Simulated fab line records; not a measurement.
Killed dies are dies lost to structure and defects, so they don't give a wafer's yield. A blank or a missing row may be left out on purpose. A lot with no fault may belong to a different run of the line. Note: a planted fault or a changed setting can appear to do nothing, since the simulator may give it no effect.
fab line records + flow sky130 + part 1 of 2: steps 1 to 42 of 43
record:
- lots: 7
- wafers: 21
- last_day: 50
route steps=708 shown FIELD_ISO@15 NWELL@32 DNWELL@35 PWDE@45 PAD_OPEN@708
lots untouched by any fault: they come from a run of this same line in which no faults occurred
start_h: the number of hours between the record's first day and the start of the first shown wafer of the lot + wait_h: how many hours have passed since the lot's step before this one + " unchanged from the row above + L1.1+2: one row covering several wafers at once + - no value, or no start given + * or withheld: withheld + < > ~ a bound
route shown NAME@n: a module of which the file shows steps, and the number in the route of the first + usual: average and standard deviation across the fault-free wafers + same: alike in all rows + chamber/n: place in a boat + sites: per-site readings + _std_site: how widely they spread, as a standard deviation + _edge_site: inner sites' mean taken away from outer sites' mean + radius_mm: for every site, how far away it sits from the centre of the wafer + mask NAME#n: copy n + behind: tool/chamber where the wafer was last shaped + hold: the reason the lot was held/the length of the hold in hours/how it ended + device: the transistor (n, p or np) that didn't switch + end of line: the same wafers' tests at the end of the route + where a step has no rows: the recipe by itself + killed: the dies lost at the first sort to structure and to defects; this is not the yield of the wafer + map: a wafer's dies, x killed, . not, _ none there
set.NAME: the setting that was run; set.NAME@STEP: the one run at that earlier step + model.NAME: the simulator's own value behind a step, which no gauge read
a table for each step, a row for each wafer; lots at some steps of the route
services: from which hour (start_h, from the record's first day; less than 0 if before it) a tool's chamber was out of use, for how many hours, and why
== steps ==
step: SKY_FIELD_ISO_ETCH_14
recipe:
- chemistry: N2/H2
- target: BARC
- ion_energy_ev: 200
- source_w: 500
- bias_w: 100
- pressure_mtorr: 30
- n2_flow_sccm: 100
- h2_flow_sccm: 200
- stop_on: SiO2
- time_s: 45.9
- target_depth_a: 600
step: SKY_FIELD_ISO_ETCH_15
recipe:
- chemistry: CHF3/O2
- target_depth_nm: 180
- stop_on: Si
- source_w: 600
- bias_w: 200
- pressure_mtorr: 40
- chf3_flow_sccm: 50
- O2_flow_sccm: 5
- time_s: 72
usual:
- O2_flow_sccm: 4.998/0.015
- drypump_motor_current_A: 5.8/0.48
- oes_product_au: 0.947/0.0085
- throttle_valve_pct: 8.845/0.01
| lot.wafer | tool        | chamber | start_h | wait_h | O2_flow_sccm | drypump_motor_current_A | oes_product_au | rf_hours_counter_h | throttle_valve_pct |
|-----------|-------------|---------|---------|--------|--------------|-------------------------|----------------|--------------------|--------------------|
| L756.1    | rie_diel-02 | 2       | 32.86   | 0.0    | 5.013        | 4.6                     | 0.946          | 35                 | 8.843              |
| L756.4    | "           | 0       | "       | "      | 4.980        | 6.2                     | 0.947          | 1                  | 8.860              |
| L756.5    | "           | 1       | "       | "      | 5.011        | 6.0                     | 0.945          | -                  | 8.840              |
| L758.3    | rie_diel-03 | 3       | 42.92   | 0.0    | 4.984        | 5.8                     | 0.958          | 165                | 8.853              |
| L758.4    | "           | 0       | "       | "      | 4.985        | 5.6                     | 0.953          | 97                 | 8.854              |
| L758.6    | "           | 2       | "       | "      | 4.982        | 6.1                     | 0.954          | -                  | 8.852              |
| L760.3    | rie_diel-03 | 3       | 52.26   | 0.0    | 5.020        | 5.8                     | 0.940          | 165                | 8.860              |
| L760.4    | "           | 0       | "       | "      | 4.994        | 5.5                     | 0.940          | 98                 | 8.827              |
| L760.6    | "           | 0       | "       | "      | 4.991        | 5.5                     | 0.947          | -                  | 8.840              |
| L764.3    | rie_diel-02 | 2       | 73.19   | 0.0    | 4.998        | 4.6                     | 0.942          | 36                 | 8.841              |
| L764.5    | "           | 0       | "       | "      | 5.015        | 6.2                     | 0.942          | -                  | 8.836              |
| L764.6    | "           | 3       | "       | "      | 4.995        | 6.0                     | 0.939          | -                  | 8.834              |
| L767.1    | rie_diel-03 | 3       | 85.71   | 0.0    | 5.008        | 5.8                     | 0.949          | 166                | 8.841              |
| L767.2    | "           | 0       | "       | "      | 4.997        | 5.5                     | 0.952          | 98                 | 8.858              |
| L767.5    | "           | 1       | "       | "      | 4.967        | 5.7                     | 0.949          | -                  | 8.835              |
| L770.1    | rie_diel-04 | 0       | 105.92  | 0.0    | 4.989        | 5.5                     | 0.962          | 20                 | 8.854              |
| L770.3    | "           | 3       | "       | "      | 5.013        | 5.9                     | 0.959          | 1                  | 8.841              |
| L770.4    | "           | 1       | "       | "      | 4.981        | 6.4                     | 0.960          | 50                 | 8.848              |
| L779.2    | rie_diel-02 | 0       | 148.77  | 0.0    | 5.000        | 6.1                     | 0.947          | 3                  | 8.845              |
| L779.4    | "           | 1       | "       | "      | 5.028        | 5.9                     | 0.959          | -                  | 8.849              |
| L779.5    | "           | 0       | "       | "      | 4.992        | 6.2                     | 0.959          | -                  | 8.842              |
step: SKY_FIELD_ISO_STRIP_16
recipe:
- chemistry: O2/N2
- power_w: 1400
- pressure_mtorr: 1500
- platen_temp_c: withheld
- o2_flow_sccm: 3000
- n2_flow_sccm: 300
- overash_fraction: 0.5
step: SKY_FIELD_ISO_ETCH_17
recipe:
- target_depth_a: 3420
- mask_material: Si3N4
- chemistry: HBr/Cl2/O2
- target: Si
- taper_deg: 5
- icp_w: 600
- bias_w: 150
- pressure_mtorr: 15
- HBr_flow_sccm: 150
- Cl2_flow_sccm: 40
- O2_flow_sccm: 6
- time_s: 97.7
usual:
- HBr_flow_sccm: 150.0/0.46
- O2_flow_sccm: 6.001/0.017
- drypump_motor_current_A: 5.9/0.4
- oes_product_au: 0.996/0.013
- throttle_valve_pct: 25.660/0.012
| lot.wafer | tool      | chamber | start_h | wait_h | HBr_flow_sccm | O2_flow_sccm | drypump_motor_current_A | oes_product_au | rf_hours_counter_h | throttle_valve_pct |
|-----------|-----------|---------|---------|--------|---------------|--------------|-------------------------|----------------|--------------------|--------------------|
| L756.1    | rie_si-02 | 1       | 33.02   | 0.1    | 149.7         | 6.022        | 5.3                     | 0.996          | 0                  | 25.668             |
| L756.4    | "         | 3       | "       | "      | 149.5         | 6.023        | 6.3                     | 0.987          | 41                 | 25.670             |
| L756.5    | "         | 1       | "       | "      | 149.7         | 6.019        | 5.3                     | 0.996          | -                  | 25.660             |
| L758.3    | rie_si-02 | 2       | 43.08   | 0.0    | 150.1         | 6.001        | 6.0                     | 1.008          | 97                 | 25.659             |
| L758.4    | "         | 0       | "       | "      | 149.8         | 6.024        | 6.5                     | 0.991          | 14                 | 25.669             |
| L758.6    | "         | 1       | "       | "      | 149.9         | 6.046        | 5.3                     | 1.002          | -                  | 25.643             |
| L760.3    | rie_si-01 | 3       | 52.42   | 0.0    | 149.7         | 5.994        | 5.8                     | 1.004          | 63                 | 25.655             |
| L760.4    | "         | 1       | "       | "      | 149.3         | 5.992        | 5.6                     | 0.965          | 3                  | 25.671             |
| L760.6    | "         | 2       | "       | "      | 150.4         | 5.998        | 5.5                     | 0.991          | -                  | 25.665             |
| L764.3    | rie_si-02 | 1       | 73.35   | 0.0    | 149.6         | 6.007        | 5.2                     | 1.003          | 1                  | 25.640             |
| L764.5    | "         | 2       | "       | "      | 150.0         | 6.013        | 6.1                     | 1.016          | -                  | 25.632             |
| L764.6    | "         | 3       | "       | "      | 150.9         | 6.027        | 6.3                     | 0.989          | -                  | 25.676             |
| L767.1    | rie_si-01 | 0       | 85.87   | 0.1    | 150.0         | 5.996        | 6.4                     | 1.011          | 37                 | 25.654             |
| L767.2    | "         | 3       | "       | "      | 149.7         | 5.998        | 5.8                     | 1.002          | 63                 | 25.672             |
| L767.5    | "         | 0       | "       | "      | 149.6         | 6.005        | 6.4                     | 1.008          | -                  | 25.662             |
| L770.1    | rie_si-01 | 3       | 106.08  | 0.1    | 149.9         | 6.033        | 5.8                     | 1.005          | 64                 | 25.651             |
| L770.3    | "         | 1       | "       | "      | 150.8         | 5.992        | 5.6                     | 0.962          | 4                  | 25.698             |
| L770.4    | "         | 0       | "       | "      | 150.6         | 6.003        | 6.4                     | 1.009          | 38                 | 25.637             |
| L779.2    | rie_si-01 | 0       | 148.93  | 0.1    | 150.1         | 6.002        | 6.4                     | 1.014          | 38                 | 25.657             |
| L779.4    | "         | 2       | "       | "      | 149.7         | 6.023        | 5.5                     | 0.992          | 2                  | 25.648             |
| L779.5    | "         | 3       | "       | "      | 149.4         | 6.008        | 5.8                     | 1.004          | -                  | 25.661             |
step: SKY_FIELD_ISO_WET_ETCH_18
recipe:
- chemistry: H3PO4
- target_depth_nm: 25
- temp_c: 160
- target: Si3N4
- time_s: 286
step: SKY_FIELD_ISO_CLEAN_19
recipe:
- chemistry: SC1/SC2
- mix: 1:4:20
- temp_c: 70
- time_s: 150
step: SKY_FIELD_ISO_CLEAN_20
recipe:
- chemistry: dHF
- time_s: 20
- dilution: 100:1
step: SKY_FIELD_ISO_WET_ETCH_21
recipe:
- chemistry: dHF
- dilution: 100:1
- target_depth_nm: 20
- dry: ipa_marangoni
- target: SiO2
- temp_c: 25
- time_s: 400
step: SKY_FIELD_ISO_OXIDATION_22
recipe:
- temp_c: 950
- ambient: O2
- stabilise_s: 600
- purge_s: 300
- target_thk_a: 100
- ox_time_s: 612
step: SKY_FIELD_ISO_THK_MEAS_23
recipe:
- reads: SiO2_of_FIELD_ISO_OXIDATION_22
usual:
- FIELD_ISO_OXIDATION_01_THK: 9.88/0.21
| lot.wafer | tool          | chamber | start_h | wait_h | FIELD_ISO_OXIDATION_01_THK[nm] |
|-----------|---------------|---------|---------|--------|--------------------------------|
| L756.1    | film_metro-01 | -       | 36.64   | 0.0    | 10.08                          |
| L756.4    | "             | -       | "       | "      | 10.35                          |
| L756.5    | "             | -       | "       | "      | 10.30                          |
| L758.3    | film_metro-02 | -       | 47.78   | 0.0    | 9.92                           |
| L758.4    | "             | -       | "       | "      | 9.95                           |
| L758.6    | "             | -       | "       | "      | 9.76                           |
| L760.3    | film_metro-01 | -       | 55.48   | 0.0    | 9.71                           |
| L760.4    | "             | -       | "       | "      | 9.84                           |
| L760.6    | "             | -       | "       | "      | 9.76                           |
| L764.3    | film_metro-03 | -       | 75.71   | 0.0    | 9.50                           |
| L764.5    | "             | -       | "       | "      | 9.40                           |
| L764.6    | "             | -       | "       | "      | 9.55                           |
| L767.1    | film_metro-02 | -       | 88.46   | 0.0    | 10.13                          |
| L767.2    | "             | -       | "       | "      | 10.22                          |
| L767.5    | "             | -       | "       | "      | 10.05                          |
| L770.1    | film_metro-03 | -       | 107.64  | 0.0    | 9.95                           |
| L770.3    | "             | -       | "       | "      | 9.80                           |
| L770.4    | "             | -       | "       | "      | 9.67                           |
| L779.2    | film_metro-02 | -       | 152.24  | 0.0    | 9.89                           |
| L779.4    | "             | -       | "       | "      | 9.88                           |
| L779.5    | "             | -       | "       | "      | 9.70                           |
step: SKY_FIELD_ISO_CVD_24
recipe:
- material: SiO2
- target_thk_nm: 595
- temp_c: 650
- sigma_open_frac: 0.3
- time_s: 99.2
- sih4_flow_sccm: 60
- pressure_mtorr: 6
step: SKY_FIELD_ISO_THK_MEAS_25
recipe:
- reads: SiO2_of_FIELD_ISO_CVD_24
usual:
- FIELD_ISO_CVD_24_THK: 596/5.4
| lot.wafer | tool          | chamber | start_h | wait_h | FIELD_ISO_CVD_24_THK[nm] |
|-----------|---------------|---------|---------|--------|--------------------------|
| L756.1    | film_metro-01 | -       | 36.77   | 0.0    | 587                      |
| L756.4    | "             | -       | "       | "      | 587                      |
| L756.5    | "             | -       | "       | "      | 596                      |
| L758.3    | film_metro-02 | -       | 47.91   | 0.1    | 602                      |
| L758.4    | "             | -       | "       | "      | 594                      |
| L758.6    | "             | -       | "       | "      | 602                      |
| L760.3    | film_metro-02 | -       | 55.61   | 0.1    | 593                      |
| L760.4    | "             | -       | "       | "      | 591                      |
| L760.6    | "             | -       | "       | "      | 599                      |
| L764.3    | film_metro-01 | -       | 75.84   | 0.1    | 602                      |
| L764.5    | "             | -       | "       | "      | 607                      |
| L764.6    | "             | -       | "       | "      | 606                      |
| L767.1    | film_metro-03 | -       | 88.59   | 0.0    | 592                      |
| L767.2    | "             | -       | "       | "      | 595                      |
| L767.5    | "             | -       | "       | "      | 589                      |
| L770.1    | film_metro-01 | -       | 107.78  | 0.0    | 596                      |
| L770.3    | "             | -       | "       | "      | 593                      |
| L770.4    | "             | -       | "       | "      | 593                      |
| L779.2    | film_metro-03 | -       | 152.38  | 0.0    | 582                      |
| L779.4    | "             | -       | "       | "      | 598                      |
| L779.5    | "             | -       | "       | "      | 590                      |
step: SKY_FIELD_ISO_ANNEAL_26
recipe:
- temp_c: 1000
- time_s: 1800
- ambient: N2
usual:
- zone_power_top_pct: 41/4.4
| lot.wafer | tool       | chamber | start_h | wait_h | zone_power_top_pct |
|-----------|------------|---------|---------|--------|--------------------|
| L756.1    | furnace-01 | 0       | 40.91   | 4.1    | 45                 |
| L756.4    | "          | 0       | "       | "      | 45                 |
| L756.5    | "          | 0       | "       | "      | 45                 |
| L758.3    | furnace-02 | 0       | 52.79   | 4.9    | 36                 |
| L758.4    | "          | 0       | "       | "      | 35                 |
| L758.6    | "          | 0       | "       | "      | 36                 |
| L760.3    | furnace-02 | 0       | 58.20   | 2.6    | 36                 |
| L760.4    | "          | 0       | "       | "      | 36                 |
| L760.6    | "          | 0       | "       | "      | 36                 |
| L764.3    | furnace-02 | 0       | 77.20   | 1.4    | 36                 |
| L764.5    | "          | 0       | "       | "      | 36                 |
| L764.6    | "          | 0       | "       | "      | 36                 |
| L767.1    | furnace-02 | 0       | 88.65   | 0.1    | 36                 |
| L767.2    | "          | 0       | "       | "      | 36                 |
| L767.5    | "          | 0       | "       | "      | 36                 |
| L770.1    | furnace-01 | 0       | 107.84  | 0.1    | 45                 |
| L770.3    | "          | 0       | "       | "      | 45                 |
| L770.4    | "          | 0       | "       | "      | 46                 |
| L779.2    | furnace-01 | 0       | 152.92  | 0.5    | 45                 |
| L779.4    | "          | 0       | "       | "      | 45                 |
| L779.5    | "          | 0       | "       | "      | 45                 |
step: SKY_FIELD_ISO_CMP_27
recipe:
- stop_on: Si3N4
- t_overpolish_s: 16
- down_force_psi: 4
- platen_rpm: 60
- target_thk_nm: 457.8
- pad_velocity_m_s: 0.94248
usual:
- motor_current_A: 11.7/0.81
- overpolish_run_s: 15.999/0.0094
- time_to_endpoint_s: 113/3.3
| lot.wafer | tool   | chamber | start_h | wait_h | motor_current_A | overpolish_run_s | time_to_endpoint_s |
|-----------|--------|---------|---------|--------|-----------------|------------------|--------------------|
| L756.4    | cmp-01 | 0       | 42.51   | 0.1    | 10.9            | 16.018           | 115                |
| L756.1    | "      | 1       | "       | "      | 12.2            | 16.013           | 115                |
| L756.5    | "      | 3       | "       | "      | 12.4            | 15.990           | 117                |
| L758.3    | cmp-02 | 2       | 54.59   | 0.3    | 11.4            | 16.002           | 114                |
| L758.4    | "      | 0       | "       | "      | 11.1            | 15.989           | 109                |
| L758.6    | "      | 2       | "       | "      | 12.3            | 15.984           | 113                |
| L760.4    | cmp-02 | 1       | 59.70   | 0.0    | 11.9            | 15.980           | 111                |
| L760.3    | "      | 2       | "       | "      | 11.7            | 15.996           | 109                |
| L760.6    | "      | 2       | "       | "      | 11.9            | 16.004           | 117                |
| L764.3    | cmp-01 | 0       | 78.80   | 0.1    | 10.6            | 15.990           | 113                |
| L764.6    | "      | 2       | "       | "      | 12.0            | 15.989           | 111                |
| L764.5    | "      | 3       | "       | "      | 12.9            | 16.005           | 108                |
| L767.2    | cmp-01 | 3       | 90.15   | 0.0    | 13.1            | 16.001           | 111                |
| L767.1    | "      | 1       | "       | "      | 12.6            | 15.997           | 111                |
| L767.5    | "      | 3       | "       | "      | 12.6            | 15.993           | 108                |
| L770.4    | cmp-01 | 2       | 109.34  | 0.0    | 12.5            | 15.992           | 114                |
| L770.3    | "      | 3       | "       | "      | 12.1            | 15.975           | 117                |
| L770.1    | "      | 1       | "       | "      | 11.7            | 16.006           | 112                |
| L779.2    | cmp-01 | 1       | 154.47  | 0.1    | 12.4            | 15.990           | 115                |
| L779.4    | "      | 2       | "       | "      | 11.9            | 16.010           | 112                |
| L779.5    | "      | 1       | "       | "      | 12.4            | 16.003           | 114                |
step: SKY_FIELD_ISO_WET_ETCH_28
recipe:
- chemistry: dHF
- target_depth_nm: 23.7
- target: SiO2
- dilution: 10:1
- temp_c: 25
- time_s: 49.13
step: SKY_FIELD_ISO_WET_ETCH_29
recipe:
- chemistry: H3PO4
- target_depth_nm: 160
- target: Si3N4
- temp_c: 160
- time_s: 1825
step: SKY_FIELD_ISO_WET_ETCH_30
recipe:
- chemistry: dHF
- target_depth_nm: 25
- target: SiO2
- dilution: 10:1
- temp_c: 25
- time_s: 50
step: SKY_NWELL_CLEAN_00
recipe:
- chemistry: SC1/SC2
- mix: 1:4:20
- temp_c: 70
- time_s: 150
- dry: n2_spin
step: SKY_NWELL_OXIDATION_01
recipe:
- temp_c: 900
- ambient: O2
- stabilise_s: 600
- purge_s: 300
- target_thk_a: 100
- ox_time_s: 1418
step: SKY_NWELL_THK_MEAS_02
recipe:
- reads: SiO2_of_NWELL_OXIDATION_01
usual:
- NWELL_OXIDATION_THK: 10.02/0.21
| lot.wafer | tool          | chamber | start_h | wait_h | NWELL_OXIDATION_THK[nm] |
|-----------|---------------|---------|---------|--------|-------------------------|
| L756.1    | film_metro-02 | -       | 49.15   | 0.0    | 9.84                    |
| L756.4    | "             | -       | "       | "      | 9.83                    |
| L756.5    | "             | -       | "       | "      | 10.11                   |
| L758.3    | film_metro-02 | -       | 58.22   | 0.0    | 9.81                    |
| L758.4    | "             | -       | "       | "      | 9.83                    |
| L758.6    | "             | -       | "       | "      | 9.91                    |
| L760.3    | film_metro-02 | -       | 62.35   | 0.1    | 10.36                   |
| L760.4    | "             | -       | "       | "      | 10.17                   |
| L760.6    | "             | -       | "       | "      | 10.13                   |
| L764.3    | film_metro-03 | -       | 84.54   | 0.0    | 9.80                    |
| L764.5    | "             | -       | "       | "      | 10.12                   |
| L764.6    | "             | -       | "       | "      | 10.07                   |
| L767.1    | film_metro-04 | -       | 93.94   | 0.0    | 9.77                    |
| L767.2    | "             | -       | "       | "      | 9.82                    |
| L767.5    | "             | -       | "       | "      | 9.96                    |
| L770.1    | film_metro-04 | -       | 112.39  | 0.0    | 10.04                   |
| L770.3    | "             | -       | "       | "      | 9.97                    |
| L770.4    | "             | -       | "       | "      | 10.22                   |
| L779.2    | film_metro-04 | -       | 156.83  | 0.0    | 9.80                    |
| L779.4    | "             | -       | "       | "      | 9.67                    |
| L779.5    | "             | -       | "       | "      | 9.72                    |
step: SKY_DNWELL_DEHYDRATE_00
recipe:
- temp_c: 200
- time_s: 60
step: SKY_DNWELL_HMDS_01
recipe:
- prime_time_s: 60
- prime_temp_c: 120
step: SKY_DNWELL_COAT_02
recipe:
- spin_rpm: 2000
- resist_thk_nm: 3000
step: SKY_DNWELL_SOFTBAKE_03
recipe:
- temp_c: 110
- time_s: withheld
step: SKY_DNWELL_EXPOSE_04
recipe:
- mask_id: DNM
- na: 0.57
- target_cd_nm: 3000
- dose_mj: 222
step: SKY_DNWELL_PEB_05
recipe:
- temp_c: 115
- time_s: withheld
step: SKY_DNWELL_DEVELOP_06
recipe:
- wall_angle_deg: 90
- developer: TMAH
- develop_time_s: 60
- dev_temp_c: 23
step: SKY_DNWELL_IMPLANT_07
recipe:
- species: P
- energy_kev: withheld
- dose_cm2: withheld
- tilt_deg: withheld
step: SKY_DNWELL_STRIP_08
recipe:
- chemistry: O2/N2
- power_w: 1400
- pressure_mtorr: 1500
- platen_temp_c: withheld
- o2_flow_sccm: 3000
- n2_flow_sccm: 300
- overash_fraction: 0.5
usual:
- drypump_motor_current_A: 5.5/0.51
- oes_product_au: 0.722/0.0044
- strip_time_to_endpoint_s: 36.91/0.11
| lot.wafer | tool            | chamber | start_h | wait_h | drypump_motor_current_A | oes_product_au | rf_hours_counter_h | strip_time_to_endpoint_s |
|-----------|-----------------|---------|---------|--------|-------------------------|----------------|--------------------|--------------------------|
| L756.1    | plasma_asher-03 | 0       | 63.86   | 0.1    | 5.3                     | 0.728          | 36                 | 37.03                    |
| L756.4    | "               | 0       | "       | "      | 5.3                     | 0.718          | -                  | 37.07                    |
| L756.5    | "               | 1       | "       | "      | 5.4                     | 0.726          | -                  | 37.09                    |
| L758.3    | plasma_asher-01 | 0       | 73.56   | 0.1    | 6.2                     | 0.726          | -                  | 37.01                    |
| L758.4    | "               | 1       | "       | "      | 5.6                     | 0.722          | -                  | 36.94                    |
| L758.6    | "               | 0       | "       | "      | 6.2                     | 0.726          | -                  | 36.95                    |
| L760.3    | plasma_asher-03 | 1       | 78.46   | 0.1    | 5.4                     | 0.724          | -                  | 36.81                    |
| L760.4    | "               | 0       | "       | "      | 5.3                     | 0.722          | -                  | 37.02                    |
| L760.6    | "               | 1       | "       | "      | 5.4                     | 0.727          | -                  | 36.96                    |
| L764.3    | plasma_asher-04 | 1       | 101.84  | 0.1    | 4.8                     | 0.713          | -                  | 36.76                    |
| L764.5    | "               | 1       | "       | "      | 4.8                     | 0.726          | -                  | 36.74                    |
| L764.6    | "               | 0       | "       | "      | 6.2                     | 0.716          | -                  | 36.70                    |
| L767.1    | plasma_asher-04 | 0       | 112.38  | 0.1    | 6.2                     | 0.717          | 44                 | 36.84                    |
| L767.2    | "               | 1       | "       | "      | 4.8                     | 0.720          | 44                 | 36.81                    |
| L767.5    | "               | 1       | "       | "      | 4.8                     | 0.721          | -                  | 36.81                    |
| L770.1    | plasma_asher-03 | 1       | 130.78  | 0.1    | 5.4                     | 0.717          | 1                  | 36.77                    |
| L770.3    | "               | 1       | "       | "      | 5.4                     | 0.720          | -                  | 36.77                    |
| L770.4    | "               | 0       | "       | "      | 5.3                     | 0.719          | -                  | 36.67                    |
| L779.2    | plasma_asher-01 | 1       | 176.88  | 0.1    | 5.6                     | 0.727          | 38                 | 36.87                    |
| L779.4    | "               | 1       | "       | "      | 5.6                     | 0.722          | -                  | 36.89                    |
| L779.5    | "               | 0       | "       | "      | 6.2                     | 0.715          | -                  | 36.97                    |
step: SKY_DNWELL_TW_MEAS_09
usual:
- DNWELL_TW: 1114/12
| lot.wafer | tool          | chamber | start_h | wait_h | DNWELL_TW |
|-----------|---------------|---------|---------|--------|-----------|
| L756.1    | film_metro-03 | -       | 63.96   | 0.1    | 1120      |
| L756.4    | "             | -       | "       | "      | 1126      |
| L756.5    | "             | -       | "       | "      | 1123      |
| L758.3    | film_metro-03 | -       | 73.65   | 0.1    | 1129      |
| L758.4    | "             | -       | "       | "      | 1128      |
| L758.6    | "             | -       | "       | "      | 1131      |
| L760.3    | film_metro-02 | -       | 78.55   | 0.1    | 1096      |
| L760.4    | "             | -       | "       | "      | 1093      |
| L760.6    | "             | -       | "       | "      | 1102      |
| L764.3    | film_metro-03 | -       | 101.93  | 0.1    | 1133      |
| L764.5    | "             | -       | "       | "      | 1130      |
| L764.6    | "             | -       | "       | "      | 1125      |
| L767.1    | film_metro-02 | -       | 112.48  | 0.1    | 1092      |
| L767.2    | "             | -       | "       | "      | 1100      |
| L767.5    | "             | -       | "       | "      | 1101      |
| L770.1    | film_metro-02 | -       | 130.88  | 0.1    | 1107      |
| L770.3    | "             | -       | "       | "      | 1109      |
| L770.4    | "             | -       | "       | "      | 1115      |
| L779.2    | film_metro-02 | -       | 176.99  | 0.1    | 1103      |
| L779.4    | "             | -       | "       | "      | 1106      |
| L779.5    | "             | -       | "       | "      | 1109      |
step: SKY_PWDE_DEHYDRATE_00
recipe:
- temp_c: 200
- time_s: 60
step: SKY_PWDE_HMDS_01
recipe:
- prime_time_s: 60
- prime_temp_c: 120
step: SKY_PWDE_COAT_02
recipe:
- spin_rpm: 2000
- resist_thk_nm: 3000
step: SKY_PWDE_SOFTBAKE_03
recipe:
- temp_c: 110
- time_s: withheld
step: SKY_PWDE_EXPOSE_04
recipe:
- mask_id: PWDEM
- na: 0.6
- source_shape: conventional
- sigma_outer: 0.6
- polarization: unpolarized
- target_cd_nm: 840
- dose_mj: 214
step: SKY_PWDE_PEB_05
recipe:
- temp_c: 115
- time_s: withheld
step: SKY_PWDE_DEVELOP_06
recipe:
- wall_angle_deg: 90
- developer: TMAH
- develop_time_s: 60
- dev_temp_c: 23
step: SKY_PWDE_OVL_MEAS_07
usual:
- PWDE_OVL: -1.4/1.6
| lot.wafer | tool       | chamber | start_h | wait_h | PWDE_OVL[nm] |
|-----------|------------|---------|---------|--------|--------------|
| L756.1    | overlay-01 | -       | 80.01   | -      | -0.7         |
| L756.4    | "          | -       | "       | "      | 0.1          |
| L756.5    | "          | -       | "       | "      | -2.2         |
| L758.3    | overlay-02 | -       | 90.46   | -      | -2.4         |
| L758.4    | "          | -       | "       | "      | -1.8         |
| L758.6    | "          | -       | "       | "      | -2.4         |
| L760.3    | overlay-01 | -       | 94.87   | -      | 0.5          |
| L760.4    | "          | -       | "       | "      | 0.6          |
| L760.6    | "          | -       | "       | "      | 1.3          |
| L764.3    | overlay-01 | -       | 120.57  | -      | -1.7         |
| L764.5    | "          | -       | "       | "      | 0.3          |
| L764.6    | "          | -       | "       | "      | -0.8         |
| L767.1    | overlay-01 | -       | 130.75  | -      | -0.6         |
| L767.2    | "          | -       | "       | "      | -0.7         |
| L767.5    | "          | -       | "       | "      | -3.8         |
| L770.1    | overlay-01 | -       | 148.61  | -      | -1.1         |
| L770.3    | "          | -       | "       | "      | -2.5         |
| L770.4    | "          | -       | "       | "      | 0.3          |
| L779.2    | overlay-01 | -       | 198.42  | -      | 1.6          |
| L779.4    | "          | -       | "       | "      | 0.9          |
| L779.5    | "          | -       | "       | "      | -1.6         |
step: SKY_PWDE_IMPLANT_08
recipe:
- species: B
- energy_kev: 150
- dose_cm2: 3.6e+12
- tilt_deg: withheld
step: SKY_PWDE_STRIP_09
recipe:
- chemistry: O2/N2
- power_w: 1400
- pressure_mtorr: 1500
- platen_temp_c: withheld
- o2_flow_sccm: 3000
- n2_flow_sccm: 300
- overash_fraction: 0.5
usual:
- drypump_motor_current_A: 5.6/0.52
- oes_product_au: 0.723/0.0049
- strip_time_to_endpoint_s: 36.86/0.099
| lot.wafer | tool            | chamber | start_h | wait_h | drypump_motor_current_A | oes_product_au | rf_hours_counter_h | strip_time_to_endpoint_s |
|-----------|-----------------|---------|---------|--------|-------------------------|----------------|--------------------|--------------------------|
| L756.1    | plasma_asher-03 | 0       | 80.20   | 0.1    | 5.3                     | 0.718          | 38                 | 36.86                    |
| L756.4    | "               | 1       | "       | "      | 5.4                     | 0.731          | -                  | 36.77                    |
| L756.5    | "               | 1       | "       | "      | 5.4                     | 0.715          | -                  | 36.83                    |
| L758.3    | plasma_asher-03 | 1       | 90.67   | 0.1    | 5.4                     | 0.728          | -                  | 36.92                    |
| L758.4    | "               | 0       | "       | "      | 5.3                     | 0.735          | -                  | 36.83                    |
| L758.6    | "               | 1       | "       | "      | 5.4                     | 0.724          | -                  | 36.75                    |
| L760.3    | plasma_asher-04 | 1       | 95.08   | 0.1    | 4.8                     | 0.722          | -                  | 36.75                    |
| L760.4    | "               | 0       | "       | "      | 6.2                     | 0.720          | -                  | 36.64                    |
| L760.6    | "               | 0       | "       | "      | 6.2                     | 0.719          | -                  | 36.83                    |
| L764.3    | plasma_asher-04 | 0       | 120.78  | 0.1    | 6.2                     | 0.723          | -                  | 36.95                    |
| L764.5    | "               | 1       | "       | "      | 4.8                     | 0.735          | -                  | 36.91                    |
| L764.6    | "               | 0       | "       | "      | 6.3                     | 0.725          | -                  | 36.85                    |
| L767.1    | plasma_asher-04 | 1       | 130.94  | 0.1    | 4.8                     | 0.719          | 46                 | 36.74                    |
| L767.2    | "               | 0       | "       | "      | 6.2                     | 0.722          | 46                 | 36.82                    |
| L767.5    | "               | 1       | "       | "      | 4.8                     | 0.722          | -                  | 36.87                    |
| L770.1    | plasma_asher-02 | 1       | 148.79  | 0.1    | 6.1                     | 0.713          | 44                 | 36.78                    |
| L770.3    | "               | 0       | "       | "      | 5.7                     | 0.727          | -                  | 36.93                    |
| L770.4    | "               | 1       | "       | "      | 6.1                     | 0.717          | -                  | 36.83                    |
| L779.2    | plasma_asher-03 | 1       | 198.60  | 0.1    | 5.4                     | 0.727          | 8                  | 36.93                    |
| L779.4    | "               | 1       | "       | "      | 5.4                     | 0.725          | -                  | 36.94                    |
| L779.5    | "               | 0       | "       | "      | 5.3                     | 0.721          | -                  | 36.85                    |
step: SKY_PWDE_TW_MEAS_10
usual:
- PWDE_TW: 373/3.8
| lot.wafer | tool          | chamber | start_h | wait_h | PWDE_TW |
|-----------|---------------|---------|---------|--------|---------|
| L756.1    | film_metro-04 | -       | 80.30   | 0.1    | 373     |
| L756.4    | "             | -       | "       | "      | 372     |
| L756.5    | "             | -       | "       | "      | 373     |
| L758.3    | film_metro-02 | -       | 90.76   | 0.1    | 365     |
| L758.4    | "             | -       | "       | "      | 367     |
| L758.6    | "             | -       | "       | "      | 366     |
| L760.3    | film_metro-02 | -       | 95.17   | 0.1    | 368     |
| L760.4    | "             | -       | "       | "      | 365     |
| L760.6    | "             | -       | "       | "      | 367     |
| L764.3    | film_metro-02 | -       | 120.87  | 0.1    | 371     |
| L764.5    | "             | -       | "       | "      | 373     |
| L764.6    | "             | -       | "       | "      | 371     |
| L767.1    | film_metro-04 | -       | 131.04  | 0.1    | 376     |
| L767.2    | "             | -       | "       | "      | 374     |
| L767.5    | "             | -       | "       | "      | 376     |
| L770.1    | film_metro-02 | -       | 148.89  | 0.1    | 370     |
| L770.3    | "             | -       | "       | "      | 369     |
| L770.4    | "             | -       | "       | "      | 372     |
| L779.2    | film_metro-03 | -       | 198.71  | 0.1    | 380     |
| L779.4    | "             | -       | "       | "      | 379     |
| L779.5    | "             | -       | "       | "      | 379     |
step: SKY_NWELL_DEHYDRATE_03
recipe:
- temp_c: 200
- time_s: 60
